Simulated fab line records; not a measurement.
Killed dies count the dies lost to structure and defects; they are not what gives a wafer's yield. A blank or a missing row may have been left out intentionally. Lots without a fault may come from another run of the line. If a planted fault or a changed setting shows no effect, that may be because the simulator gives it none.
Problem report, 8D (eight disciplines) form, completed by code + flow gf180mcu + the parts of the form that need people (team, actions taken, sign-off) are left out

1. WHAT WENT WRONG
Mean of cathode-dc-power-W at GF_M1_SPUTTER_04: 7456.0 W across 2 wafers in 2 lots; on wafers with no fault it is 6500.0 W (standard deviation 1.1). That is +99 or more standard deviations from the usual mean.
The step: material TiN, target thk 50 nm, time 41.7 s.
The first sign was on wafer L115.2 at day 22 04:02, on pvd-sputter-04. At this step, 39 wafers from 13 lots have a number in the record. By rule, "out" or "out of limits" means more than 4 standard deviations away from the usual mean. The rest of the wafers with a number are treated as sound.

2. WHAT THIS IS AND IS NOT
| question                    | is                 | is not                                                                          |
|-----------------------------|--------------------|---------------------------------------------------------------------------------|
| which readings at this step | cathode-dc-power-W | throttle-valve-pct                                                              |
| which lots                  | L115, L117         | L100, L101, L102, L103, L104, L105, L107, L108, L112, L119, L122                |
| which wafers of those lots  | L115.2, L117.5     | L115.3, L115.6, L117.2, L117.6                                                  |
| read on which tools         | pvd-sputter-04     | pvd-sputter-01, pvd-sputter-03                                                  |
| when                        | from day 22 04:02  | up to then (29 sound wafers); but 8 sound wafers of L117, L119, L122 came after |

3. SUSPECTS, AND WHAT RULES EACH OUT
Counting: any tool at a process step up to the reading remains a suspect provided it ran every lot that is out. Sound lots after the first of them don't rule it out here, since some wafers of a struck lot are sound.
- pvd-sputter-04 at GF_M1_SPUTTER_00 (material Ti, target thk 37.5 nm, time 150 s): kept. Ran every lot that is out, first one L115 (day 22 03:52); last sound lot up to then L112 (day 20 16:21).
- pvd-sputter-04 at GF_M1_SPUTTER_04 (material TiN, target thk 50 nm, time 41.7 s): kept. Ran every lot that is out, first one L115 (day 22 04:02); last sound lot up to then L112 (day 20 16:32). Its own readings are out on those wafers: cathode-dc-power-W.
After counting, pvd-sputter-04 at GF_M1_SPUTTER_00 and pvd-sputter-04 at GF_M1_SPUTTER_04 remain.

4. THE CAUSE (what the simulator had put in)
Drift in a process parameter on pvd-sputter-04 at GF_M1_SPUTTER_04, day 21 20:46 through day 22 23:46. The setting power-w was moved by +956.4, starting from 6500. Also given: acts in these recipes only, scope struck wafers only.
Counting left 2 suspects, and this tool is among them.

5. THE CHAIN OF EFFECTS, in route order
Each row: a reading whose mean over the struck wafers that have a number lies more than 3 standard deviations from the usual. Scope: only readings with a usual standard deviation given in the record; hours: median across lots of the time from each lot's start at the first step in this table that gives one to its start at this step; sigmas: change in usual standard deviations.
| hours | step             | reading            | usual    | on struck wafers | change | sigmas      |
|-------|------------------|--------------------|----------|------------------|--------|-------------|
| 0     | GF_M1_SPUTTER_04 | cathode-dc-power-W | 6500.0 W | 7456.0           | +956.0 | +99 or more |
Here are the process steps it includes:
- GF_M1_SPUTTER_04: material TiN, target thk 50 nm, time 41.7 s.

6. HOW IT WOULD HAVE BEEN CAUGHT EARLIER
The fault began at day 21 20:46; the first out-of-limits reading in this record came at day 22 04:02, 7 hours later.
